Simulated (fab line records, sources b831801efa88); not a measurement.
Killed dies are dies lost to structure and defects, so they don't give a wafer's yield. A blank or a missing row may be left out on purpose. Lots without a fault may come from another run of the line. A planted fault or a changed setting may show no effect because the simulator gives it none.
Which tool did it? | flow sky130 | 9 lots, 27 wafers sampled, at 5 steps of a route of 708

WHAT THE GAUGES READ, wafer by wafer
SKY_VIA3_RS_MEAS_22: measures by four-point-probe.
lot  | measured     | on            | VIA3_W_RS (ohm/sq)
L716 | day 40 12:55 | film_metro-03 | 0.292 0.296 0.292
L718 | day 41 10:11 | film_metro-04 | 0.295 0.301 0.295
L723 | day 43 09:27 | film_metro-04 | 0.298 0.303 0.304
L724 | day 43 14:13 | film_metro-02 | 0.227 0.225 0.226
L726 | day 43 20:19 | film_metro-03 | 0.225 0.223 0.221
L729 | day 44 07:08 | film_metro-02 | 0.291 0.298 0.291
L730 | day 44 19:48 | film_metro-04 | 0.284 0.290 0.288
L732 | day 45 03:25 | film_metro-03 | 0.288 0.289 0.290
L736 | day 46 03:48 | film_metro-04 | 0.291 0.292 0.289

SKY_VIA3_THK_MEAS_23: measures by xrf.
lot  | measured     | on            | VIA3_W_THK (nm)
L716 | day 40 13:02 | film_metro-03 | 383 380 382
L718 | day 41 10:17 | film_metro-04 | 381 378 382
L723 | day 43 09:34 | film_metro-04 | 380 379 371
L724 | day 43 14:20 | film_metro-02 | 486 489 484
L726 | day 43 20:25 | film_metro-03 | 499 507 504
L729 | day 44 07:16 | film_metro-02 | 380 373 383
L730 | day 44 19:55 | film_metro-04 | 398 392 394
L732 | day 45 03:32 | film_metro-03 | 389 388 389
L736 | day 46 03:55 | film_metro-04 | 387 384 391

WHICH TOOL RAN EACH LOT (tool, then ch and the chambers of the sampled wafers, then the start)
lot  | SKY_METAL3_ETCH_16                | SKY_METAL3_ETCH_17                 | SKY_VIA3_CVD_21
L716 | rie_metal-03 ch 0,1, day 39 09:16 | rie_diel-01 ch 0,2,3, day 39 09:22 | cvd_w-01 ch 0,1, day 40 12:48
L718 | rie_metal-04 ch 0, day 40 08:27   | rie_diel-04 ch 0,1,3, day 40 08:33 | cvd_w-01 ch 0,1, day 41 10:02
L723 | rie_metal-03 ch 0,1, day 42 06:37 | rie_diel-04 ch 1,2,3, day 42 06:43 | cvd_w-01 ch 0,1, day 43 09:20
L724 | rie_metal-02 ch 0, day 42 12:20   | rie_diel-01 ch 0,1, day 42 12:26   | cvd_w-01 ch 0,1, day 43 14:06
L726 | rie_metal-03 ch 0,1, day 42 17:55 | rie_diel-04 ch 0,2, day 42 17:59   | cvd_w-01 ch 0,1, day 43 20:11
L729 | rie_metal-04 ch 0,1, day 43 07:32 | rie_diel-01 ch 0,3, day 43 07:38   | cvd_w-02 ch 0,1, day 44 07:01
L730 | rie_metal-03 ch 0,1, day 43 16:17 | rie_diel-04 ch 0,2,3, day 43 16:23 | cvd_w-02 ch 0,1, day 44 19:41
L732 | rie_metal-03 ch 0,1, day 44 02:50 | rie_diel-04 ch 2,3, day 44 02:56   | cvd_w-02 ch 0,1, day 45 03:18
L736 | rie_metal-04 ch 0, day 45 03:23   | rie_diel-02 ch 0,2, day 45 03:29   | cvd_w-02 ch 0,1, day 46 03:40
- SKY_METAL3_ETCH_16: etches BARC in N2/H2, stops on SiO2, time 88.2 s, target depth 60 nm.
- SKY_METAL3_ETCH_17: etches SiO2 in C4F8/O2/Ar, stops on TiN, time 3.9 s, target depth 15 nm.
- SKY_VIA3_CVD_21: deposits W, target thk 390 nm, time 117.31 s.

WHAT THE TOOLS THEMSELVES READ (means of the sampled wafers that have a number; where no wafer has one, the mark that the record gives instead)
SKY_METAL3_ETCH_16.
lot  | tool         | bias_w (W) | drypump_motor_current_A (A) | oes_product_au (a.u.) | throttle_valve_pct (%)
L716 | rie_metal-03 | 100.11     | 5.8                         | 0.628                 | 13.204
L718 | rie_metal-04 | 99.89      | 5.6                         | 0.630                 | 13.204
L723 | rie_metal-03 | 99.59      | 5.9                         | 0.624                 | 13.208
L724 | rie_metal-02 | 100.12     | 6.1                         | 0.626                 | 13.210
L726 | rie_metal-03 | 99.75      | 5.8                         | 0.628                 | 13.203
L729 | rie_metal-04 | 100.14     | 6.3                         | 0.626                 | 13.192
L730 | rie_metal-03 | 100.12     | 5.8                         | 0.624                 | 13.206
L732 | rie_metal-03 | 99.98      | 5.8                         | 0.627                 | 13.200
L736 | rie_metal-04 | 100.02     | 5.6                         | 0.623                 | 13.208

SKY_METAL3_ETCH_17.
lot  | tool        | bias_w (W) | oes_product_au (a.u.)
L716 | rie_diel-01 | 1199       | 0.756
L718 | rie_diel-04 | 1199       | 0.760
L723 | rie_diel-04 | 1195       | 0.745
L724 | rie_diel-01 | 1202       | 0.753
L726 | rie_diel-04 | 1197       | 0.756
L729 | rie_diel-01 | 1199       | 0.755
L730 | rie_diel-04 | 1199       | 0.751
L732 | rie_diel-04 | 1200       | 0.756
L736 | rie_diel-02 | 1200       | 0.754

SKY_VIA3_CVD_21.
lot  | tool     | heater_power_w (W)
L716 | cvd_w-01 | 989
L718 | cvd_w-01 | 977
L723 | cvd_w-01 | 999
L724 | cvd_w-01 | 1008
L726 | cvd_w-01 | 982
L729 | cvd_w-02 | 906
L730 | cvd_w-02 | 943
L732 | cvd_w-02 | 915
L736 | cvd_w-02 | 936

THE ANSWER, worked out from the rows above alone
Rule: what is usual is taken from the lots themselves. Put in order of their means at a reading, lots are off if they are a third of the lots or fewer, leave a main group of 4 or more, and stand apart from it by a gap of 3 or more times the standard deviation of the main group's means; of several such gaps the widest counts. A main group whose means are all the same, to the digits that the tables above print for the reading, isn't used. A lot without any number at a reading at which 4 lots or more have one is off too. The other lots that the step has rows for count as sound. The gauges are gone through in route order, then the tools' own readings, and for those a lot's mean is taken as printed above. The first step at which some lot is off is used, and at that step the reading that is off furthest; a lot without a number counts as furthest.
Off: L724, L726, at SKY_VIA3_RS_MEAS_22 (VIA3_W_RS). The main group: mean 0.293 ohm/sq, standard deviation 0.0045.
A tool fits if, at a process step before that reading, it ran every lot that is off, and no sound lot after the first of them. The gauges at SKY_VIA3_RS_MEAS_22 are tried like those tools. One fits: cvd_w-01 at SKY_VIA3_CVD_21. Its last sound lot is L723 (day 43 09:20), its first lot that is off L724 (day 43 14:06): a fault that began between those two fits.

WHAT THE SIMULATOR HAD PUT IN
Process parameter drift: cvd_w-01, from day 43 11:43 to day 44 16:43, at SKY_VIA3_CVD_21. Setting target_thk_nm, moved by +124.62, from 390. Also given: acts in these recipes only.
Lots struck among those shown: L724, L726. The rule above found the same.
